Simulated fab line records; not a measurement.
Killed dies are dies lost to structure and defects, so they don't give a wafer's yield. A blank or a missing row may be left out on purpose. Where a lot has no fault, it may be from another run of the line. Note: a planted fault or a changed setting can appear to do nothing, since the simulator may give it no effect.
Split-lot trial -- flow sfq-line -- route with 325 steps; 5 lots, 23 wafers read

## ABOUT THE SPLIT
At SFQ_TRILAYER_I5_LITHO_PEB_147 (peb time 60 s), the setting peb-temp-c was moved away from the recipe's 115 C on 8 of the 23 wafers read, by -2.9% to +1.1%. This setting was run at the recipe's value on the other wafers.

## THE PATH FROM SPLIT TO READING: the file shows 1 step between them
- SFQ_TRILAYER_I5_LITHO_DEVELOP_146: time 60 s

## THE READING
I5.cd-nm (the simulator's own value, which no gauge read), in nm, at SFQ_TRILAYER_I5_BARC_OPEN_VIA_ETCH_200 (etches BARC in O2, target depth 125 nm, time 41.7 s). The file does not state a usual value for it. Across the 15 wafers here that went through the recipe, the average is 702.0 nm and the standard deviation 0.8 nm.

wafer,"tool, chamber at the split","peb-temp-c as run, C",against the recipe,"I5.cd-nm, nm",against lot-mates on the recipe
L075.1,"litho-track-04, 0",115,recipe,702.1,-
L075.2,"litho-track-04, 0",116.3,+1.1%,728.2,+25.3
L075.3,"litho-track-04, 0",115,recipe,703.5,-
L075.4,"litho-track-04, 0",116.3,+1.1%,723.9,+21.0
L075.5,"litho-track-04, 0",115,recipe,703.1,-
L076.2,"litho-track-01, 0",111.7,-2.9%,635.9,-66.1
L076.3,"litho-track-01, 0",115,recipe,701.9,-
L076.4,"litho-track-01, 0",111.7,-2.9%,634.7,-67.2
L076.5,"litho-track-01, 0",115,recipe,702,-
L076.6,"litho-track-01, 0",111.7,-2.9%,635.2,-66.8
L077.1,"litho-track-03, 0",115,recipe,702.1,-
L077.2,"litho-track-03, 0",113.7,-1.1%,675.5,-26.0
L077.4,"litho-track-03, 0",113.7,-1.1%,675.9,-25.6
L077.5,"litho-track-03, 0",115,recipe,701,-
L077.6,"litho-track-03, 0",113.7,-1.1%,676.3,-25.2
L081.1,"litho-track-04, 0",115,recipe,702.7,-
L081.3,"litho-track-04, 0",115,recipe,701.1,-
L081.4,"litho-track-04, 0",115,recipe,701.2,-
L081.5,"litho-track-04, 0",115,recipe,701,-
L081.6,"litho-track-04, 0",115,recipe,701,-
L083.1,"litho-track-01, 0",115,recipe,701.6,-
L083.3,"litho-track-01, 0",115,recipe,702.8,-
L083.4,"litho-track-01, 0",115,recipe,702.6,-

THE FIT
A straight line over all 23 wafers: I5.cd-nm changes by +23 nm for each +1% of peb-temp-c; r = +1.00; the points scatter about the line by 1.1 nm.
The same after taking each lot's own level away (the mean of its wafers on the recipe; 23 wafers): +22.8 nm for each +1%; r = +1.00; scatter 1.2 nm.
On that fit, the largest move of peb-temp-c shifts the reading by 66 nm.
The span of the lots' own levels, 701.40 to 702.90 nm, comes to 1.9 times the standard deviation stated above.
So the lot-to-lot level changes the slope little: the two slopes agree.
Check: -65.8 nm against its lot-mates is what the line predicts for one of the wafers moved furthest among these (-2.9%) when that wafer is left out of the fit. It came out at -66.1 nm against them.

## OTHER SPLITS APPLIED TO THESE WAFERS
Note: prior to the reading, these wafers also went through further splits. Each is held against what the fit with the lots' levels taken away leaves over:
other split on the same wafers,wafers away from the commonest value,r with I5.cd-nm (lot level and that fit taken away)
SFQ_TRILAYER_M5_LITHO_COAT_128 resist-thk-nm,9,-0.04
SFQ_TRILAYER_M5_ETCH_METAL_ETCH_126 time-s,5,-0.52
SFQ_TRILAYER_R5_DEP_SPUTTER_133 time-s,6,+0.39
SFQ_TRILAYER_R5_LITHO_COAT_141 spin-rpm,10,-0.23
SFQ_TRILAYER_R5_ETCH_METAL_ETCH_139 time-s,8,+0.16

## THE FILE'S OWN FIT
I5.cd-nm changes by +22.8 nm for each +1% of peb-temp-c, r = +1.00.
